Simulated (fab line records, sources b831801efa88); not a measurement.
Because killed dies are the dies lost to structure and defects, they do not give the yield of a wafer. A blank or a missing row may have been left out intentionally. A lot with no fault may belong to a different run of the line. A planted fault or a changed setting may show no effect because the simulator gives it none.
Which of the tools did it? || flow sky130 || 13 lots, 39 wafers sampled, at 5 steps of a route of 708

## WHAT THE GAUGES READ, wafer by wafer
SKY_PWDE_OVL_MEAS_07. Usual: PWDE_OVL typically reads 0.9 nm, with standard deviation 1.4.
{"lot": "L554", "measured": "day 3 23:22", "on": "overlay-01", "PWDE_OVL (nm)": "-0.5 1.0 0.5", "flag": ""}
{"lot": "L557", "measured": "day 4 12:23", "on": "overlay-01", "PWDE_OVL (nm)": "-0.3 1.5 1.2", "flag": ""}
{"lot": "L558", "measured": "day 4 14:56", "on": "overlay-01", "PWDE_OVL (nm)": "2.5 0.6 1.6", "flag": ""}
{"lot": "L559", "measured": "day 4 23:59", "on": "overlay-02", "PWDE_OVL (nm)": "0.5 1.7 0.2", "flag": ""}
{"lot": "L560", "measured": "day 5 05:35", "on": "overlay-01", "PWDE_OVL (nm)": "1.2 1.4 0.2", "flag": ""}
{"lot": "L561", "measured": "day 5 10:50", "on": "overlay-02", "PWDE_OVL (nm)": "0.6 -0.9 -0.1", "flag": ""}
{"lot": "L562", "measured": "day 5 15:48", "on": "overlay-01", "PWDE_OVL (nm)": "1.7 1.6 1.7", "flag": ""}
{"lot": "L563", "measured": "day 5 22:44", "on": "overlay-02", "PWDE_OVL (nm)": "0.2 0.8 0.7", "flag": ""}
{"lot": "L564", "measured": "day 6 07:56", "on": "overlay-02", "PWDE_OVL (nm)": "-0.2 0.4 1.3", "flag": ""}
{"lot": "L565", "measured": "day 6 09:14", "on": "overlay-02", "PWDE_OVL (nm)": "0.6 3.0 1.8", "flag": ""}
{"lot": "L575", "measured": "day 8 17:12", "on": "overlay-02", "PWDE_OVL (nm)": "2.2 2.7 1.4", "flag": ""}
{"lot": "L576", "measured": "day 9 00:31", "on": "overlay-02", "PWDE_OVL (nm)": "0.0 -0.2 2.2", "flag": ""}
{"lot": "L577", "measured": "day 9 04:53", "on": "overlay-01", "PWDE_OVL (nm)": "-2.3 -1.0 0.1", "flag": ""}

SKY_NWELL_RS_MEAS_29: measures by four-point-probe. Usual: NWELL_RS typically reads 624.8 ohm/sq, with standard deviation 1.7.
{"lot": "L554", "measured": "day 5 10:58", "on": "film metro-03", "NWELL_RS (ohm/sq)": "623.8 624.2 625.5", "flag": ""}
{"lot": "L557", "measured": "day 6 00:32", "on": "film metro-04", "NWELL_RS (ohm/sq)": "622.5 624.9 626.1", "flag": ""}
{"lot": "L558", "measured": "day 6 03:10", "on": "film metro-04", "NWELL_RS (ohm/sq)": "626.6 627.7 627.0", "flag": ""}
{"lot": "L559", "measured": "day 6 14:13", "on": "film metro-03", "NWELL_RS (ohm/sq)": "624.0 624.9 626.2", "flag": ""}
{"lot": "L560", "measured": "day 6 19:42", "on": "film metro-04", "NWELL_RS (ohm/sq)": "623.6 624.7 623.8", "flag": ""}
{"lot": "L561", "measured": "day 7 01:44", "on": "film metro-02", "NWELL_RS (ohm/sq)": "624.2 625.0 625.6", "flag": ""}
{"lot": "L562", "measured": "day 7 06:30", "on": "film metro-02", "NWELL_RS (ohm/sq)": "633.7 633.1 634.8", "flag": "OFF"}
{"lot": "L563", "measured": "day 7 14:44", "on": "film metro-02", "NWELL_RS (ohm/sq)": "627.4 626.7 626.3", "flag": ""}
{"lot": "L564", "measured": "day 8 00:23", "on": "film metro-02", "NWELL_RS (ohm/sq)": "630.9 631.5 630.8", "flag": "OFF"}
{"lot": "L565", "measured": "day 8 01:14", "on": "film metro-02", "NWELL_RS (ohm/sq)": "623.9 624.4 624.3", "flag": ""}
{"lot": "L575", "measured": "day 10 15:34", "on": "film metro-02", "NWELL_RS (ohm/sq)": "623.1 624.0 623.7", "flag": ""}
{"lot": "L576", "measured": "day 10 22:20", "on": "film metro-03", "NWELL_RS (ohm/sq)": "627.4 626.6 627.4", "flag": ""}
{"lot": "L577", "measured": "day 11 03:35", "on": "film metro-03", "NWELL_RS (ohm/sq)": "625.3 624.0 623.7", "flag": ""}

SKY_LI_CONTACT_CD_MEAS_12: the cd target is 170 nm. Usual: 170.0 nm for cd nm, sd 1.3.
{"lot": "L554", "measured": "day 29 03:56", "on": "cd sem-02", "cd nm (nm)": "171.0 170.9 170.3", "flag": ""}
{"lot": "L557", "measured": "day 30 00:38", "on": "cd sem-01", "cd nm (nm)": "168.8 168.6 169.1", "flag": ""}
{"lot": "L558", "measured": "day 30 15:26", "on": "cd sem-02", "cd nm (nm)": "172.4 171.3 171.9", "flag": ""}
{"lot": "L559", "measured": "day 30 18:44", "on": "cd sem-02", "cd nm (nm)": "172.0 172.1 171.8", "flag": ""}
{"lot": "L560", "measured": "day 31 10:10", "on": "cd sem-01", "cd nm (nm)": "169.3 168.9 170.6", "flag": ""}
{"lot": "L561", "measured": "day 31 13:17", "on": "cd sem-02", "cd nm (nm)": "170.0 170.5 169.7", "flag": ""}
{"lot": "L562", "measured": "day 31 19:57", "on": "cd sem-01", "cd nm (nm)": "169.2 169.6 169.6", "flag": ""}
{"lot": "L563", "measured": "day 32 10:34", "on": "cd sem-02", "cd nm (nm)": "171.7 170.1 171.3", "flag": ""}
{"lot": "L564", "measured": "day 32 19:22", "on": "cd sem-01", "cd nm (nm)": "171.2 169.4 169.2", "flag": ""}
{"lot": "L565", "measured": "day 32 21:13", "on": "cd sem-02", "cd nm (nm)": "171.3 170.5 170.6", "flag": ""}
{"lot": "L575", "measured": "day 36 00:50", "on": "cd sem-01", "cd nm (nm)": "168.3 168.0 168.2", "flag": ""}
{"lot": "L576", "measured": "day 36 07:11", "on": "cd sem-02", "cd nm (nm)": "170.2 170.2 170.4", "flag": ""}
{"lot": "L577", "measured": "day 36 12:56", "on": "cd sem-01", "cd nm (nm)": "169.3 169.6 168.1", "flag": ""}

SKY_LOCAL_INTERCONNECT_OVL_MEAS_12. Usual: LOCAL_INTERCONNECT_OVL typically reads -1 nm, with standard deviation 6.6.
{"lot": "L554", "measured": "day 30 08:47", "on": "overlay-02", "LOCAL_INTERCONNECT_OVL (nm)": "-3 -3 -11", "flag": ""}
{"lot": "L557", "measured": "day 31 05:53", "on": "overlay-01", "LOCAL_INTERCONNECT_OVL (nm)": "-2 2 7", "flag": ""}
{"lot": "L558", "measured": "day 31 20:11", "on": "overlay-02", "LOCAL_INTERCONNECT_OVL (nm)": "-5 -1 -1", "flag": ""}
{"lot": "L559", "measured": "day 31 23:40", "on": "overlay-02", "LOCAL_INTERCONNECT_OVL (nm)": "-12 -8 1", "flag": ""}
{"lot": "L560", "measured": "day 32 14:43", "on": "overlay-01", "LOCAL_INTERCONNECT_OVL (nm)": "5 6 17", "flag": ""}
{"lot": "L561", "measured": "day 32 17:25", "on": "overlay-02", "LOCAL_INTERCONNECT_OVL (nm)": "0 -4 4", "flag": ""}
{"lot": "L562", "measured": "day 33 00:30", "on": "overlay-01", "LOCAL_INTERCONNECT_OVL (nm)": "6 5 7", "flag": ""}
{"lot": "L563", "measured": "day 33 15:16", "on": "overlay-01", "LOCAL_INTERCONNECT_OVL (nm)": "-1 11 3", "flag": ""}
{"lot": "L564", "measured": "day 34 00:01", "on": "overlay-02", "LOCAL_INTERCONNECT_OVL (nm)": "-4 -2 -3", "flag": ""}
{"lot": "L565", "measured": "day 34 01:32", "on": "overlay-02", "LOCAL_INTERCONNECT_OVL (nm)": "2 7 -2", "flag": ""}
{"lot": "L575", "measured": "day 37 03:50", "on": "overlay-01", "LOCAL_INTERCONNECT_OVL (nm)": "7 -3 5", "flag": ""}
{"lot": "L576", "measured": "day 37 10:00", "on": "overlay-02", "LOCAL_INTERCONNECT_OVL (nm)": "-14 -7 -15", "flag": ""}
{"lot": "L577", "measured": "day 37 17:01", "on": "overlay-02", "LOCAL_INTERCONNECT_OVL (nm)": "-13 -20 -11", "flag": ""}

## WHAT TOOL EACH LOT RAN ON (gives the tool, then ch and the chambers of the sampled wafers, and finally the start)
{"lot": "L554", "SKY_NWELL_IMPLANT_13": "implanter-01 ch 0, day 4 16:56"}
{"lot": "L557", "SKY_NWELL_IMPLANT_13": "implanter-02 ch 0, day 5 05:34"}
{"lot": "L558", "SKY_NWELL_IMPLANT_13": "implanter-01 ch 0, day 5 08:39"}
{"lot": "L559", "SKY_NWELL_IMPLANT_13": "implanter-02 ch 0, day 5 18:19"}
{"lot": "L560", "SKY_NWELL_IMPLANT_13": "implanter-02 ch 0, day 6 00:50"}
{"lot": "L561", "SKY_NWELL_IMPLANT_13": "implanter-02 ch 0, day 6 05:40"}
{"lot": "L562", "SKY_NWELL_IMPLANT_13": "implanter-02 ch 0, day 6 10:56"}
{"lot": "L563", "SKY_NWELL_IMPLANT_13": "implanter-04 ch 0, day 6 18:31"}
{"lot": "L564", "SKY_NWELL_IMPLANT_13": "implanter-02 ch 0, day 7 03:58"}
{"lot": "L565", "SKY_NWELL_IMPLANT_13": "implanter-04 ch 0, day 7 04:31"}
{"lot": "L575", "SKY_NWELL_IMPLANT_13": "implanter-02 ch 0, day 9 16:40"}
{"lot": "L576", "SKY_NWELL_IMPLANT_13": "implanter-02 ch 0, day 9 22:50"}
{"lot": "L577", "SKY_NWELL_IMPLANT_13": "implanter-04 ch 0, day 10 03:32"}
- SKY_NWELL_IMPLANT_13

## WHAT THE TOOLS THEMSELVES READ (means of the sampled wafers that have a number; where no wafer has one, the mark that the record gives instead)
SKY_NWELL_IMPLANT_13. Usual: dose ions cm2 6.999e+11, standard deviation 6.8e+08; faraday current uA 3.94, standard deviation 0.081.
{"lot": "L554", "tool": "implanter-01", "dose ions cm2": 6.994e+11, "faraday current uA": 3.87, "flag": ""}
{"lot": "L557", "tool": "implanter-02", "dose ions cm2": 6.997e+11, "faraday current uA": 3.98, "flag": ""}
{"lot": "L558", "tool": "implanter-01", "dose ions cm2": 7.005e+11, "faraday current uA": 3.93, "flag": ""}
{"lot": "L559", "tool": "implanter-02", "dose ions cm2": 7.006e+11, "faraday current uA": 3.96, "flag": ""}
{"lot": "L560", "tool": "implanter-02", "dose ions cm2": 7.004e+11, "faraday current uA": 3.92, "flag": ""}
{"lot": "L561", "tool": "implanter-02", "dose ions cm2": 6.996e+11, "faraday current uA": 3.92, "flag": ""}
{"lot": "L562", "tool": "implanter-02", "dose ions cm2": 4.292e+11, "faraday current uA": 2.42, "flag": "OFF"}
{"lot": "L563", "tool": "implanter-04", "dose ions cm2": 7.003e+11, "faraday current uA": 3.94, "flag": ""}
{"lot": "L564", "tool": "implanter-02", "dose ions cm2": 4.282e+11, "faraday current uA": 2.42, "flag": "OFF"}
{"lot": "L565", "tool": "implanter-04", "dose ions cm2": 7.002e+11, "faraday current uA": 3.94, "flag": ""}
{"lot": "L575", "tool": "implanter-02", "dose ions cm2": 6.999e+11, "faraday current uA": 3.91, "flag": ""}
{"lot": "L576", "tool": "implanter-02", "dose ions cm2": 6.993e+11, "faraday current uA": 3.87, "flag": ""}
{"lot": "L577", "tool": "implanter-04", "dose ions cm2": 6.993e+11, "faraday current uA": 3.89, "flag": ""}

## THE ANSWER, worked out from the rows above alone
Rule: a lot is off if the mean of its wafers that have a number lies more than 3 standard deviations from the usual mean. A lot without any number at a reading at which 4 lots or more have one is off too. Where the step has rows for the other lots, those lots are counted as sound. Order of review: gauges by route order, followed by the tools' own readings, for which a lot's mean as printed above is used. At the first step where some lot is off, the reading lying furthest off is the one used; lots without a number count as furthest.
Off: at SKY_NWELL_RS_MEAS_29 (NWELL_RS), L562, L564.
If a tool, at a process step before that reading, ran all the lots that are off and no sound lot after the first of them, it fits. The gauges at SKY_NWELL_RS_MEAS_29 aren't tried: what is off there is off at SKY_NWELL_IMPLANT_13 too, on other tools, and a gauge's error can't cause that. Of those tried, none fits.

## WHAT THE SIMULATOR PUT IN
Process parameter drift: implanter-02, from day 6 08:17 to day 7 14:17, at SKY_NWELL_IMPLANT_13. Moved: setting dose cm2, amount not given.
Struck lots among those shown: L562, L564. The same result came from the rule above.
